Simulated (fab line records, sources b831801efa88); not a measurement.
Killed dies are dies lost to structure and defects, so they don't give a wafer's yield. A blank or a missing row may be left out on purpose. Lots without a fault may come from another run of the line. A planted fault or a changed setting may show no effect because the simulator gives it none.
A struck lot beside a sound one | flow sfq_line | 42 steps out of a route of 325
Sound: wafers L548.1, L548.3, L548.4. Struck: wafer L547.1. (L547.3 of the same lot was not struck and is left out.) The cause comes at the end.
At each step with rows: each side's tool, then ch and its chambers, then its first start. Under that, the readings that differ: sound wafers | struck wafers | difference of the means | sigmas: that difference in standard deviations of wafers without a fault.
alike: readings whose means differ by less than 2 such deviations, and words and numbers that are the same on both sides. not compared: withheld readings, readings that some wafer has no value for, bounds like >300 that may hide the same value, and numbers for which the record gives no deviation and whose values overlap.
The two part at a step that has a row with sigmas, a row that says differs or no value, or rows on one side only. Numbers that don't overlap but have no deviation are shown without sigmas and don't part them. A reading that every wafer of one side lacks parts them only if that side has two wafers or more.

first, 6 steps without rows for these wafers: SFQ_TRILAYER_I1_VIA_LITHO_COAT_054 (resist thk 62 nm); SFQ_TRILAYER_I1_VIA_LITHO_COAT_049 (resist thk 650 nm); SFQ_TRILAYER_I1_VIA_LITHO_SOFTBAKE_053; SFQ_TRILAYER_I1_VIA_LITHO_EXPOSE_050 (exposes mask I1, target cd 500 nm); SFQ_TRILAYER_I1_VIA_LITHO_PEB_052 (peb time 60 s); SFQ_TRILAYER_I1_VIA_LITHO_DEVELOP_051 (time 60 s).
SFQ_I1_OVL_MEAS_913:
  sound on overlay-01, day 26 04:31; struck on overlay-02, day 26 03:19
  alike: I1_OVL
SFQ_TRILAYER_I1_VIA_BARC_OPEN_VIA_ETCH_071: etches BARC in O2, target depth 125 nm, time 41.7 s.
  sound on rie_diel-03 ch 0,1,3, day 26 04:33; struck on rie_diel-04 ch 3, day 26 03:21
  alike: bias_w, chamber_pressure_mTorr, drypump_motor_current_A, oes_product_au
  not compared: rf_hours_counter_h
then, 4 steps without rows for these wafers: SFQ_TRILAYER_I1_VIA_ETCH_VIA_ETCH_052 (etches SiO2 in CHF3, stops on Nb, target depth 260 nm); SFQ_TRILAYER_I1_VIA_STRIP_STRIP_053 (strips in O2); SFQ_TRILAYER_I1_VIA_STRIP_SOLV_CLEAN_054 (cleans in NMP, time 600 s); SFQ_TRILAYER_M2_DEP_PRE_CLEAN_056 (time 22.5 s).
SFQ_TRILAYER_M2_DEP_SPUTTER_055: material Nb, target thk 200 nm, time 133.3 s.
  sound on pvd_sputter-04, day 26 05:31; struck on pvd_sputter-05, day 26 04:20
  reading                                             | sound             | struck | difference | sigmas
  model.Nb_of_TRILAYER_M2_DEP_SPUTTER_055.thk_nm (nm) | 197.5 197.7 201.4 | 154.8  | -44.1      |
  alike: chamber_pressure_pa, throttle_valve_pct
SFQ_M2_RS_MEAS_914: measures by four-point-probe.
  sound on film_metro-04, day 26 05:36; struck on film_metro-02, day 26 04:25
  reading           | sound             | struck | difference | sigmas
  M2_NB_RS (ohm/sq) | 0.900 0.898 0.883 | 1.151  | +0.257     | +29
then, 6 steps without rows for these wafers: SFQ_TRILAYER_M2_LITHO_COAT_062 (resist thk 62 nm); SFQ_TRILAYER_M2_LITHO_COAT_057 (resist thk 600 nm); SFQ_TRILAYER_M2_LITHO_SOFTBAKE_061; SFQ_TRILAYER_M2_LITHO_EXPOSE_058 (exposes mask M2, target cd 500 nm); SFQ_TRILAYER_M2_LITHO_PEB_060 (peb time 60 s); SFQ_TRILAYER_M2_LITHO_DEVELOP_059 (time 60 s).
-- the record jumps here: 6 days lie between the struck wafers' starts before and after --
SFQ_M2_OVL_MEAS_916:
  sound on overlay-02, day 32 01:32; struck on overlay-01, day 32 00:20
  alike: M2_OVL
SFQ_TRILAYER_M2_BARC_OPEN_METAL_ETCH_077: etches BARC in O2, target depth 125 nm, time 41.7 s.
  sound on rie_metal-04 ch 0,1, day 32 01:35; struck on rie_metal-01 ch 1, day 32 00:23
  alike: bias_w, chamber_pressure_mTorr, drypump_motor_current_A, oes_product_au
  not compared: rf_hours_counter_h
SFQ_TRILAYER_M2_ETCH_METAL_ETCH_060: etches Nb in Cl2/Ar, stops on SiO2, target depth 240 nm, time 120 s.
  sound on rie_metal-04 ch 0,1, day 32 01:38; struck on rie_metal-01 ch 1, day 32 00:26
  reading               | sound             | struck | difference | sigmas
  bias_w (W)            | 79.76 80.16 79.53 | 80.34  | +0.52      | +2
  oes_product_au (a.u.) | 0.884 0.896 0.898 | 0.784  | -0.109     | -16
  alike: chamber_pressure_mTorr, drypump_motor_current_A
  not compared: rf_hours_counter_h
then, 2 steps without rows for these wafers: SFQ_TRILAYER_M2_STRIP_STRIP_061 (strips in O2); SFQ_TRILAYER_M2_STRIP_SOLV_CLEAN_062 (cleans in NMP, time 600 s).
SFQ_TRILAYER_I2_DEP_PECVD_063: deposits SiO2 from SiH4/N2O, time 111.11 s, target thk 500 nm.
  sound on pecvd-03 ch 1,2, day 32 02:32; struck on pecvd-04 ch 0, day 32 01:20
  reading              | sound       | struck | difference | sigmas
  showerhead_vpp_V (V) | 836 796 840 | 907    | +83        | +2
  alike: heater_power_w, throttle_valve_pct
  not compared: since_wet_clean_h
then, 1 step without rows for these wafers: SFQ_TRILAYER_I2_CMP_CMP_064 (polishes SiO2).
SFQ_I2_BOW_MEAS_917:
  sound on film_metro-02, day 32 06:13; struck on film_metro-01, day 32 04:25
  reading     | sound    | struck | difference | sigmas
  I2_BOW (um) | 18 13 11 | -15    | -29        | -3
SFQ_TRILAYER_I2_METRO_MEASURE_065:
  sound on film_metro-02, day 32 06:20; struck on film_metro-01, day 32 04:32
  alike: thk_nm
then, 6 steps without rows for these wafers: SFQ_TRILAYER_I2_VIA_LITHO_COAT_072 (resist thk 62 nm); SFQ_TRILAYER_I2_VIA_LITHO_COAT_067 (resist thk 650 nm); SFQ_TRILAYER_I2_VIA_LITHO_SOFTBAKE_071; SFQ_TRILAYER_I2_VIA_LITHO_EXPOSE_068 (exposes mask I2, target cd 500 nm); SFQ_TRILAYER_I2_VIA_LITHO_PEB_070 (peb time 60 s); SFQ_TRILAYER_I2_VIA_LITHO_DEVELOP_069 (time 60 s).
-- the record jumps here: 7 days lie between the struck wafers' starts before and after --
SFQ_I2_OVL_MEAS_918:
  sound on overlay-01, day 38 21:03; struck on overlay-01, day 38 19:51
  alike: I2_OVL
then, 2 steps without rows for these wafers: SFQ_TRILAYER_I2_VIA_BARC_OPEN_VIA_ETCH_096 (etches BARC in O2, target depth 125 nm, time 41.7 s); SFQ_TRILAYER_I2_VIA_ETCH_VIA_ETCH_070 (etches SiO2 in CHF3, stops on Nb, target depth 260 nm).
SFQ_TRILAYER_I2_VIA_STRIP_STRIP_071: strips in O2.
  sound on rie_metal-04 ch 0,1, day 38 21:14; struck on rie_metal-03 ch 0, day 38 20:02
  reading               | sound             | struck | difference | sigmas
  oes_product_au (a.u.) | 1.015 1.009 1.023 | 0.983  | -0.033     | -3
  alike: chamber_pressure_mTorr, drypump_motor_current_A
  not compared: rf_hours_counter_h
then, 2 steps without rows for these wafers: SFQ_TRILAYER_I2_VIA_STRIP_SOLV_CLEAN_072 (cleans in NMP, time 600 s); SFQ_TRILAYER_M3_DEP_PRE_CLEAN_074 (time 22.5 s).
-- the record jumps here: 42 days lie between the struck wafers' starts before and after --
SFQ_M8_BOW_MEAS_951:
  sound on film_metro-03, day 80 15:54; struck on film_metro-02, day 80 11:06
  reading                 | sound                | struck | difference | sigmas
  model.etest.m2.ohm_um   | 1.799 1.791 1.773    | 2.293  | +0.505     |
  model.etest.i1.link_ohm | 1.998 1.987 1.957    | 2.266  | +0.285     |
  model.etest.m2.ohm_sq   | 0.9002 0.8994 0.8831 | 1.149  | +0.255     |
  model.etest.i2.link_ohm | 1.972 1.967 1.964    | 2.245  | +0.277     |
  alike: M8_BOW

WHERE THEY PART
First at SFQ_M2_RS_MEAS_914; last, within this record, at SFQ_TRILAYER_I2_VIA_STRIP_STRIP_071. Later steps at which nothing parts them and some readings are alike: SFQ_M8_BOW_MEAS_951.

WHY: what the simulator had put in
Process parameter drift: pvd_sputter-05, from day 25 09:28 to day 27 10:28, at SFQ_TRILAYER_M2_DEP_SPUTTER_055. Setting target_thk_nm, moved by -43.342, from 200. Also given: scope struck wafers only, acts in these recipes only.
